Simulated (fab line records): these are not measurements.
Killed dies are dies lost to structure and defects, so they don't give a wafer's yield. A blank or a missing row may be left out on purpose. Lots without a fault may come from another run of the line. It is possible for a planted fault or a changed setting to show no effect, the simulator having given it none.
A lot that was struck, set against a sound lot + flow sky130 + 15 out of 708 route steps
Sound: wafers L592.1, L592.5, L592.6. Wafers struck: L599.3, L599.5, L599.6. The cause is given at the end.
Order at every step that has rows: each side's tool, ch and its chambers, its first start. Under that, the readings that differ: sound wafers + struck wafers + difference of the means + sigmas: that difference in standard deviations of wafers without a fault.
alike: readings whose means differ by less than 2 such deviations, and words and numbers that are the same on both sides. not compared: withheld readings, readings that some wafer has no value for, bounds like >300 that may hide the same value, and numbers for which the record gives no deviation and whose values overlap.
The two part at a step that has a row with sigmas, a row that says differs or no value, or rows on one side only. Numbers that have no deviation but don't overlap get no sigmas and don't part them. A reading missing from all wafers of one side parts the sides only when that side holds two or more wafers.

first, 5 steps without rows for these wafers: SKY_LDD_N_COAT_02 (resist thk 296.5 nm); SKY_LDD_N_SOFTBAKE_03 (time 60 s); SKY_LDD_N_EXPOSE_04 (exposes mask NTM, target cd 840 nm); SKY_LDD_N_PEB_05; SKY_LDD_N_DEVELOP_06 (develop time 60 s).
SKY_LDD_N_OVL_MEAS_07:
  sound on overlay-01 at day 20 18:35; struck on overlay-02 at day 23 08:29
  alike: LDD_N_OVL
then, 6 steps without rows for these wafers: SKY_LDD_N_IMPLANT_08; SKY_LDD_N_IMPLANT_09; SKY_LDD_N_IMPLANT_10; SKY_LDD_N_IMPLANT_11; SKY_LDD_N_IMPLANT_12; SKY_LDD_N_IMPLANT_13.
SKY_LDD_N_IMPLANT_14:
  sound on implanter-02 ch 0, day 20 19:31; struck on implanter-04 ch 0, day 23 09:28
| reading            | sound                         | struck                        | difference | sigmas      |
|--------------------|-------------------------------|-------------------------------|------------|-------------|
| dose-ions-cm2      | 5.002e+12 4.998e+12 4.999e+12 | 9.716e+12 9.712e+12 9.714e+12 | +4.714e+12 | +99 or more |
| faraday-current-uA | 28.0 28.1 28.6                | 55.0 53.9 56.2                | +26.8      | +46         |
following that, these wafers have no rows for 1 step: SKY_LDD_N_IMPLANT_15.
-- the record jumps here: 27 days lie between the struck wafers' starts before and after (it left off in module LDD_N and takes up again in module PAD_OPEN, whose first step shown is number 708 of the route) --
SKY_PAD_OPEN_PROBE_99:
  sound on prober-02 at day 47 18:24; struck on prober-01 at day 49 23:14
| reading                                      | sound                | struck              | difference | sigmas |
|----------------------------------------------|----------------------|---------------------|------------|--------|
| model.etest.nfet_01v8_lvt.drive-ua-um        | 580.3 591.9 573      | 538.5 570.1 560.2   | -25.5      |        |
| model.etest.nfet_01v8.drive-ua-um            | 509.8 520.4 502.4    | 471.2 496.9 493.9   | -23.5      |        |
| model.etest.tip-n.rs-ohm-sq                  | 444.9 440.8 443.2    | 449.8 450.6 448.9   | +6.8       |        |
| model.etest.nfet_01v8_swapped.off-log10-a-um | -13.39 -13.32 -13.38 | -13.54 -13.57 -13.4 | -0.14      |        |
| model.etest.nfet_01v8_swapped.vt-sat-v (V)   | 0.6447 0.636 0.6465  | 0.718 0.7009 0.7034 | +0.065     |        |
  alike: killed_at_M0_to_M3, killed_at_M4_up, killed-at-contacts, killed-at-front-end, killed-at-other, killed-dies, killed-open, killed-short
  not compared: model.etest.nfet_01v8.r-on-ohm-um, model.etest.nfet_01v8_swapped.drive-ua-um, model.etest.sram-nfet-pass.drive-ua-um

== WHERE THEY PART ==
Only at SKY_LDD_N_IMPLANT_14, as far as this record shows. Later steps at which nothing parts them and some readings are alike: SKY_PAD_OPEN_PROBE_99.

WHY: whatever the simulator had introduced
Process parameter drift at SKY_LDD_N_IMPLANT_14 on implanter-04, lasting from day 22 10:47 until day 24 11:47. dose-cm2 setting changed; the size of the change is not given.
